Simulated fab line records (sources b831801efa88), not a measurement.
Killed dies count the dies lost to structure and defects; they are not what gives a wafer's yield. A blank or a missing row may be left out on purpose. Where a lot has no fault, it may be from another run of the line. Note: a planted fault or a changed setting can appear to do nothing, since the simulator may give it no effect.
Which tool is to blame? || flow sky130 || 14 lots, 42 wafers sampled, at 6 steps of a route of 708

== WHAT THE GAUGES SHOWED, per wafer ==
SKY_PWDE_OVL_MEAS_07.
{"lot": "L734", "measured": "day 3 22:52", "on": "overlay-02", "PWDE_OVL (nm)": "0.3 1.8 0.6"}
{"lot": "L735", "measured": "day 4 04:02", "on": "overlay-01", "PWDE_OVL (nm)": "-0.9 -0.4 -1.7"}
{"lot": "L736", "measured": "day 4 08:46", "on": "overlay-02", "PWDE_OVL (nm)": "0.6 0.0 -2.5"}
{"lot": "L737", "measured": "day 4 15:53", "on": "overlay-01", "PWDE_OVL (nm)": "0.9 2.5 1.4"}
{"lot": "L742", "measured": "day 5 17:49", "on": "overlay-02", "PWDE_OVL (nm)": "0.5 0.2 0.4"}
{"lot": "L745", "measured": "day 6 12:58", "on": "overlay-02", "PWDE_OVL (nm)": "1.5 1.5 -0.2"}
{"lot": "L746", "measured": "day 6 16:00", "on": "overlay-02", "PWDE_OVL (nm)": "-0.3 -1.1 -0.3"}
{"lot": "L749", "measured": "day 7 12:37", "on": "overlay-01", "PWDE_OVL (nm)": "-0.3 1.7 1.5"}
{"lot": "L750", "measured": "day 7 16:13", "on": "overlay-01", "PWDE_OVL (nm)": "-1.7 1.3 -0.9"}
{"lot": "L752", "measured": "day 8 02:55", "on": "overlay-01", "PWDE_OVL (nm)": "0.3 1.2 1.2"}
{"lot": "L753", "measured": "day 8 14:13", "on": "overlay-02", "PWDE_OVL (nm)": "2.1 0.5 -0.8"}
{"lot": "L754", "measured": "day 8 16:58", "on": "overlay-01", "PWDE_OVL (nm)": "-0.8 -1.4 0.1"}
{"lot": "L755", "measured": "day 8 20:26", "on": "overlay-01", "PWDE_OVL (nm)": "-0.5 3.1 -0.4"}
{"lot": "L756", "measured": "day 9 05:31", "on": "overlay-02", "PWDE_OVL (nm)": "0.3 0.0 0.6"}

SKY_NWELL_TW_MEAS_26.
{"lot": "L734", "measured": "day 5 10:31", "on": "film metro-03", "NWELL_2_TW": "496 496 496"}
{"lot": "L735", "measured": "day 5 14:38", "on": "film metro-02", "NWELL_2_TW": "503 500 500"}
{"lot": "L736", "measured": "day 5 20:05", "on": "film metro-02", "NWELL_2_TW": "495 500 500"}
{"lot": "L737", "measured": "day 6 03:20", "on": "film metro-02", "NWELL_2_TW": "499 497 495"}
{"lot": "L742", "measured": "day 7 05:08", "on": "film metro-03", "NWELL_2_TW": "497 498 499"}
{"lot": "L745", "measured": "day 8 04:53", "on": "film metro-02", "NWELL_2_TW": "30 30 30"}
{"lot": "L746", "measured": "day 8 08:22", "on": "film metro-01", "NWELL_2_TW": "30 30 30"}
{"lot": "L749", "measured": "day 9 06:43", "on": "film metro-01", "NWELL_2_TW": "502 501 501"}
{"lot": "L750", "measured": "day 9 11:35", "on": "film metro-02", "NWELL_2_TW": "497 496 496"}
{"lot": "L752", "measured": "day 9 23:43", "on": "film metro-01", "NWELL_2_TW": "496 500 499"}
{"lot": "L753", "measured": "day 10 11:01", "on": "film metro-03", "NWELL_2_TW": "509 508 508"}
{"lot": "L754", "measured": "day 10 15:38", "on": "film metro-03", "NWELL_2_TW": "508 510 510"}
{"lot": "L755", "measured": "day 10 17:18", "on": "film metro-01", "NWELL_2_TW": "501 498 499"}
{"lot": "L756", "measured": "day 11 04:07", "on": "film metro-02", "NWELL_2_TW": "495 496 496"}

SKY_POLY_GATE_THK_MEAS_21.
{"lot": "L734", "measured": "day 17 01:47", "on": "film metro-03", "POLY_GATE_OXIDATION_THK (nm)": "4.00 3.92 4.11"}
{"lot": "L735", "measured": "day 17 01:48", "on": "film metro-02", "POLY_GATE_OXIDATION_THK (nm)": "4.12 4.07 4.11"}
{"lot": "L736", "measured": "day 17 01:47", "on": "film metro-04", "POLY_GATE_OXIDATION_THK (nm)": "4.11 4.10 4.04"}
{"lot": "L737", "measured": "day 17 14:58", "on": "film metro-02", "POLY_GATE_OXIDATION_THK (nm)": "3.95 3.86 4.01"}
{"lot": "L742", "measured": "day 19 15:24", "on": "film metro-04", "POLY_GATE_OXIDATION_THK (nm)": "3.90 4.08 4.05"}
{"lot": "L745", "measured": "day 21 07:14", "on": "film metro-04", "POLY_GATE_OXIDATION_THK (nm)": "4.11 4.01 4.04"}
{"lot": "L746", "measured": "day 21 08:17", "on": "film metro-04", "POLY_GATE_OXIDATION_THK (nm)": "4.08 4.05 4.01"}
{"lot": "L749", "measured": "day 22 15:09", "on": "film metro-04", "POLY_GATE_OXIDATION_THK (nm)": "4.07 4.07 4.01"}
{"lot": "L750", "measured": "day 22 15:24", "on": "film metro-03", "POLY_GATE_OXIDATION_THK (nm)": "4.01 4.03 3.99"}
{"lot": "L752", "measured": "day 23 07:46", "on": "film metro-04", "POLY_GATE_OXIDATION_THK (nm)": "4.08 4.17 4.10"}
{"lot": "L753", "measured": "day 24 01:32", "on": "film metro-04", "POLY_GATE_OXIDATION_THK (nm)": "4.02 4.09 4.05"}
{"lot": "L754", "measured": "day 24 06:18", "on": "film metro-04", "POLY_GATE_OXIDATION_THK (nm)": "4.01 4.06 4.03"}
{"lot": "L755", "measured": "day 24 14:58", "on": "film metro-02", "POLY_GATE_OXIDATION_THK (nm)": "3.95 3.90 3.90"}
{"lot": "L756", "measured": "day 24 22:02", "on": "film metro-04", "POLY_GATE_OXIDATION_THK (nm)": "3.83 3.91 3.88"}

== EACH LOT AND THE TOOL THAT RAN IT (in order: tool; ch and the chambers of the sampled wafers; start) ==
{"lot": "L734", "SKY_DNWELL_STRIP_08": "plasma asher-04 ch 0,1, day 3 07:17", "SKY_NWELL_STRIP_14": "plasma asher-01 ch 0,1, day 4 17:01", "SKY_NWELL_STRIP_25": "plasma asher-03 ch 0,1, day 5 10:25"}
{"lot": "L735", "SKY_DNWELL_STRIP_08": "plasma asher-04 ch 0,1, day 3 11:45", "SKY_NWELL_STRIP_14": "plasma asher-01 ch 0,1, day 4 21:26", "SKY_NWELL_STRIP_25": "plasma asher-03 ch 0,1, day 5 14:32"}
{"lot": "L736", "SKY_DNWELL_STRIP_08": "plasma asher-04 ch 0,1, day 3 16:56", "SKY_NWELL_STRIP_14": "plasma asher-03 ch 1, day 5 02:22", "SKY_NWELL_STRIP_25": "plasma asher-03 ch 0,1, day 5 19:59"}
{"lot": "L737", "SKY_DNWELL_STRIP_08": "plasma asher-04 ch 0,1, day 3 22:40", "SKY_NWELL_STRIP_14": "plasma asher-02 ch 0,1, day 5 09:17", "SKY_NWELL_STRIP_25": "plasma asher-03 ch 0,1, day 6 03:14"}
{"lot": "L742", "SKY_DNWELL_STRIP_08": "plasma asher-04 ch 0,1, day 5 00:35", "SKY_NWELL_STRIP_14": "plasma asher-03 ch 0,1, day 6 11:23", "SKY_NWELL_STRIP_25": "plasma asher-02 ch 0,1, day 7 05:02"}
{"lot": "L745", "SKY_DNWELL_STRIP_08": "plasma asher-04 ch 0,1, day 5 19:22", "SKY_NWELL_STRIP_14": "plasma asher-03 ch 0,1, day 7 08:17", "SKY_NWELL_STRIP_25": "plasma asher-01 ch 0,1, day 8 04:47"}
{"lot": "L746", "SKY_DNWELL_STRIP_08": "plasma asher-02 ch 0,1, day 5 22:25", "SKY_NWELL_STRIP_14": "plasma asher-03 ch 0,1, day 7 11:59", "SKY_NWELL_STRIP_25": "plasma asher-02 ch 0,1, day 8 08:16"}
{"lot": "L749", "SKY_DNWELL_STRIP_08": "plasma asher-04 ch 0,1, day 6 17:11", "SKY_NWELL_STRIP_14": "plasma asher-03 ch 0,1, day 8 09:35", "SKY_NWELL_STRIP_25": "plasma asher-01 ch 0,1, day 9 06:37"}
{"lot": "L750", "SKY_DNWELL_STRIP_08": "plasma asher-04 ch 0,1, day 6 21:48", "SKY_NWELL_STRIP_14": "plasma asher-02 ch 0,1, day 8 13:41", "SKY_NWELL_STRIP_25": "plasma asher-01 ch 0,1, day 9 11:29"}
{"lot": "L752", "SKY_DNWELL_STRIP_08": "plasma asher-02 ch 0,1, day 7 07:35", "SKY_NWELL_STRIP_14": "plasma asher-02 ch 0, day 9 00:59", "SKY_NWELL_STRIP_25": "plasma asher-01 ch 0,1, day 9 23:37"}
{"lot": "L753", "SKY_DNWELL_STRIP_08": "plasma asher-01 ch 0,1, day 7 17:49", "SKY_NWELL_STRIP_14": "plasma asher-03 ch 0,1, day 9 12:26", "SKY_NWELL_STRIP_25": "plasma asher-02 ch 0,1, day 10 10:55"}
{"lot": "L754", "SKY_DNWELL_STRIP_08": "plasma asher-04 ch 0,1, day 7 19:56", "SKY_NWELL_STRIP_14": "plasma asher-02 ch 0,1, day 9 16:47", "SKY_NWELL_STRIP_25": "plasma asher-03 ch 0,1, day 10 15:32"}
{"lot": "L755", "SKY_DNWELL_STRIP_08": "plasma asher-04 ch 0,1, day 7 23:44", "SKY_NWELL_STRIP_14": "plasma asher-01 ch 0,1, day 9 19:16", "SKY_NWELL_STRIP_25": "plasma asher-03 ch 0,1, day 10 17:13"}
{"lot": "L756", "SKY_DNWELL_STRIP_08": "plasma asher-04 ch 1, day 8 08:28", "SKY_NWELL_STRIP_14": "plasma asher-03 ch 0,1, day 10 04:20", "SKY_NWELL_STRIP_25": "plasma asher-01 ch 0,1, day 11 04:01"}
- SKY_DNWELL_STRIP_08: strips in O2/N2.
- SKY_NWELL_STRIP_14: strips in O2/N2.
- SKY_NWELL_STRIP_25: strips in O2/N2.

== AS READ BY THE TOOLS THEMSELVES (means over the sampled wafers that have a number; for cases with no such wafer, the mark the record gives instead) ==
SKY_DNWELL_STRIP_08.
{"lot": "L734", "tool": "plasma asher-04", "chamber pressure mTorr (mTorr)": 1500.7, "drypump motor current A (A)": 5.9, "oes product au (a.u.)": 0.720, "strip time to endpoint s (s)": 36.88}
{"lot": "L735", "tool": "plasma asher-04", "chamber pressure mTorr (mTorr)": 1499.4, "drypump motor current A (A)": 5.9, "oes product au (a.u.)": 0.724, "strip time to endpoint s (s)": 36.78}
{"lot": "L736", "tool": "plasma asher-04", "chamber pressure mTorr (mTorr)": 1499.9, "drypump motor current A (A)": 6.0, "oes product au (a.u.)": 0.723, "strip time to endpoint s (s)": 37.09}
{"lot": "L737", "tool": "plasma asher-04", "chamber pressure mTorr (mTorr)": 1499.7, "drypump motor current A (A)": 5.9, "oes product au (a.u.)": 0.720, "strip time to endpoint s (s)": 36.85}
{"lot": "L742", "tool": "plasma asher-04", "chamber pressure mTorr (mTorr)": 1499.2, "drypump motor current A (A)": 6.0, "oes product au (a.u.)": 0.719, "strip time to endpoint s (s)": 36.82}
{"lot": "L745", "tool": "plasma asher-04", "chamber pressure mTorr (mTorr)": 1501.0, "drypump motor current A (A)": 5.9, "oes product au (a.u.)": 0.722, "strip time to endpoint s (s)": 36.82}
{"lot": "L746", "tool": "plasma asher-02", "chamber pressure mTorr (mTorr)": 1499.4, "drypump motor current A (A)": 5.4, "oes product au (a.u.)": 0.722, "strip time to endpoint s (s)": 36.93}
{"lot": "L749", "tool": "plasma asher-04", "chamber pressure mTorr (mTorr)": 1500.5, "drypump motor current A (A)": 5.9, "oes product au (a.u.)": 0.728, "strip time to endpoint s (s)": 36.80}
{"lot": "L750", "tool": "plasma asher-04", "chamber pressure mTorr (mTorr)": 1500.3, "drypump motor current A (A)": 6.0, "oes product au (a.u.)": 0.724, "strip time to endpoint s (s)": 37.00}
{"lot": "L752", "tool": "plasma asher-02", "chamber pressure mTorr (mTorr)": 1500.3, "drypump motor current A (A)": 5.4, "oes product au (a.u.)": 0.721, "strip time to endpoint s (s)": 36.86}
{"lot": "L753", "tool": "plasma asher-01", "chamber pressure mTorr (mTorr)": 1500.0, "drypump motor current A (A)": 5.7, "oes product au (a.u.)": 0.720, "strip time to endpoint s (s)": 36.78}
{"lot": "L754", "tool": "plasma asher-04", "chamber pressure mTorr (mTorr)": 1499.5, "drypump motor current A (A)": 6.0, "oes product au (a.u.)": 0.720, "strip time to endpoint s (s)": 36.91}
{"lot": "L755", "tool": "plasma asher-04", "chamber pressure mTorr (mTorr)": 1498.9, "drypump motor current A (A)": 5.9, "oes product au (a.u.)": 0.722, "strip time to endpoint s (s)": 36.93}
{"lot": "L756", "tool": "plasma asher-04", "chamber pressure mTorr (mTorr)": 1501.0, "drypump motor current A (A)": 6.0, "oes product au (a.u.)": 0.720, "strip time to endpoint s (s)": 36.75}

SKY_NWELL_STRIP_14.
{"lot": "L734", "tool": "plasma asher-01", "chamber pressure mTorr (mTorr)": 1499.6, "drypump motor current A (A)": 5.3, "oes product au (a.u.)": 0.726, "strip time to endpoint s (s)": 36.82}
{"lot": "L735", "tool": "plasma asher-01", "chamber pressure mTorr (mTorr)": 1500.2, "drypump motor current A (A)": 5.3, "oes product au (a.u.)": 0.723, "strip time to endpoint s (s)": 37.09}
{"lot": "L736", "tool": "plasma asher-03", "chamber pressure mTorr (mTorr)": 1499.9, "drypump motor current A (A)": 5.7, "oes product au (a.u.)": 0.728, "strip time to endpoint s (s)": 36.81}
{"lot": "L737", "tool": "plasma asher-02", "chamber pressure mTorr (mTorr)": 1500.4, "drypump motor current A (A)": 5.3, "oes product au (a.u.)": 0.724, "strip time to endpoint s (s)": 36.96}
{"lot": "L742", "tool": "plasma asher-03", "chamber pressure mTorr (mTorr)": 1499.2, "drypump motor current A (A)": 5.5, "oes product au (a.u.)": 0.719, "strip time to endpoint s (s)": 36.89}
{"lot": "L745", "tool": "plasma asher-03", "chamber pressure mTorr (mTorr)": "-", "drypump motor current A (A)": "-", "oes product au (a.u.)": "-", "strip time to endpoint s (s)": "-"}
{"lot": "L746", "tool": "plasma asher-03", "chamber pressure mTorr (mTorr)": "-", "drypump motor current A (A)": "-", "oes product au (a.u.)": "-", "strip time to endpoint s (s)": "-"}
{"lot": "L749", "tool": "plasma asher-03", "chamber pressure mTorr (mTorr)": 1499.0, "drypump motor current A (A)": 5.6, "oes product au (a.u.)": 0.721, "strip time to endpoint s (s)": 36.79}
{"lot": "L750", "tool": "plasma asher-02", "chamber pressure mTorr (mTorr)": 1500.1, "drypump motor current A (A)": 5.4, "oes product au (a.u.)": 0.722, "strip time to endpoint s (s)": 36.93}
{"lot": "L752", "tool": "plasma asher-02", "chamber pressure mTorr (mTorr)": 1501.1, "drypump motor current A (A)": 5.3, "oes product au (a.u.)": 0.719, "strip time to endpoint s (s)": 36.83}
{"lot": "L753", "tool": "plasma asher-03", "chamber pressure mTorr (mTorr)": 1499.1, "drypump motor current A (A)": 5.5, "oes product au (a.u.)": 0.727, "strip time to endpoint s (s)": 36.98}
{"lot": "L754", "tool": "plasma asher-02", "chamber pressure mTorr (mTorr)": 1500.1, "drypump motor current A (A)": 5.4, "oes product au (a.u.)": 0.723, "strip time to endpoint s (s)": 36.87}
{"lot": "L755", "tool": "plasma asher-01", "chamber pressure mTorr (mTorr)": 1499.5, "drypump motor current A (A)": 5.3, "oes product au (a.u.)": 0.724, "strip time to endpoint s (s)": 36.88}
{"lot": "L756", "tool": "plasma asher-03", "chamber pressure mTorr (mTorr)": 1500.7, "drypump motor current A (A)": 5.5, "oes product au (a.u.)": 0.719, "strip time to endpoint s (s)": 36.74}

SKY_NWELL_STRIP_25.
{"lot": "L734", "tool": "plasma asher-03", "chamber pressure mTorr (mTorr)": 1500.0, "drypump motor current A (A)": 5.7, "oes product au (a.u.)": 0.722, "strip time to endpoint s (s)": 36.96}
{"lot": "L735", "tool": "plasma asher-03", "chamber pressure mTorr (mTorr)": 1500.3, "drypump motor current A (A)": 5.6, "oes product au (a.u.)": 0.727, "strip time to endpoint s (s)": 36.96}
{"lot": "L736", "tool": "plasma asher-03", "chamber pressure mTorr (mTorr)": 1499.7, "drypump motor current A (A)": 5.5, "oes product au (a.u.)": 0.721, "strip time to endpoint s (s)": 36.98}
{"lot": "L737", "tool": "plasma asher-03", "chamber pressure mTorr (mTorr)": 1499.1, "drypump motor current A (A)": 5.7, "oes product au (a.u.)": 0.724, "strip time to endpoint s (s)": 36.96}
{"lot": "L742", "tool": "plasma asher-02", "chamber pressure mTorr (mTorr)": 1500.8, "drypump motor current A (A)": 5.4, "oes product au (a.u.)": 0.722, "strip time to endpoint s (s)": 36.81}
{"lot": "L745", "tool": "plasma asher-01", "chamber pressure mTorr (mTorr)": 1500.9, "drypump motor current A (A)": 5.3, "oes product au (a.u.)": 0.739, "strip time to endpoint s (s)": 81.03}
{"lot": "L746", "tool": "plasma asher-02", "chamber pressure mTorr (mTorr)": 1499.7, "drypump motor current A (A)": 5.3, "oes product au (a.u.)": 0.738, "strip time to endpoint s (s)": 81.15}
{"lot": "L749", "tool": "plasma asher-01", "chamber pressure mTorr (mTorr)": 1499.9, "drypump motor current A (A)": 5.3, "oes product au (a.u.)": 0.720, "strip time to endpoint s (s)": 36.79}
{"lot": "L750", "tool": "plasma asher-01", "chamber pressure mTorr (mTorr)": 1500.3, "drypump motor current A (A)": 5.3, "oes product au (a.u.)": 0.724, "strip time to endpoint s (s)": 36.82}
{"lot": "L752", "tool": "plasma asher-01", "chamber pressure mTorr (mTorr)": 1498.5, "drypump motor current A (A)": 5.3, "oes product au (a.u.)": 0.722, "strip time to endpoint s (s)": 36.79}
{"lot": "L753", "tool": "plasma asher-02", "chamber pressure mTorr (mTorr)": 1500.7, "drypump motor current A (A)": 5.3, "oes product au (a.u.)": 0.723, "strip time to endpoint s (s)": 36.77}
{"lot": "L754", "tool": "plasma asher-03", "chamber pressure mTorr (mTorr)": 1499.5, "drypump motor current A (A)": 5.6, "oes product au (a.u.)": 0.727, "strip time to endpoint s (s)": 36.87}
{"lot": "L755", "tool": "plasma asher-03", "chamber pressure mTorr (mTorr)": 1500.5, "drypump motor current A (A)": 5.7, "oes product au (a.u.)": 0.722, "strip time to endpoint s (s)": 36.73}
{"lot": "L756", "tool": "plasma asher-01", "chamber pressure mTorr (mTorr)": 1500.8, "drypump motor current A (A)": 5.3, "oes product au (a.u.)": 0.725, "strip time to endpoint s (s)": 36.85}

== THE ANSWER, worked out from the rows above alone ==
Rule: usual is defined by the lots themselves. Put in order of their means at a reading, lots are off if they are a third of the lots or fewer, leave a main group of 4 or more, and stand apart from it by a gap of 3 or more times the standard deviation of the main group's means; of several such gaps the widest counts. If all means in a main group match to the digits the tables above print for the reading, that group is not used. A lot without any number at a reading at which 4 lots or more have one is off too. Any other lot the step has rows for is counted as sound. Order of review: gauges by route order, followed by the tools' own readings, for which a lot's mean as printed above is used. At the first step where some lot is off, the reading lying furthest off is the one used; lots without a number count as furthest.
Off: L745, L746, seen at SKY_NWELL_TW_MEAS_26 (NWELL_2_TW). The main group has a mean of 500 with a standard deviation of 4.3.
A tool fits if, at a process step before that reading, it ran every lot that is off, and no sound lot after the first of them. The gauges at SKY_NWELL_TW_MEAS_26 aren't tried: what is off there is off at SKY_NWELL_STRIP_14 too, on other tools, and a gauge's error can't cause that. Not one of the candidates tried fits.

== WHAT THE SIMULATOR HAD PUT IN ==
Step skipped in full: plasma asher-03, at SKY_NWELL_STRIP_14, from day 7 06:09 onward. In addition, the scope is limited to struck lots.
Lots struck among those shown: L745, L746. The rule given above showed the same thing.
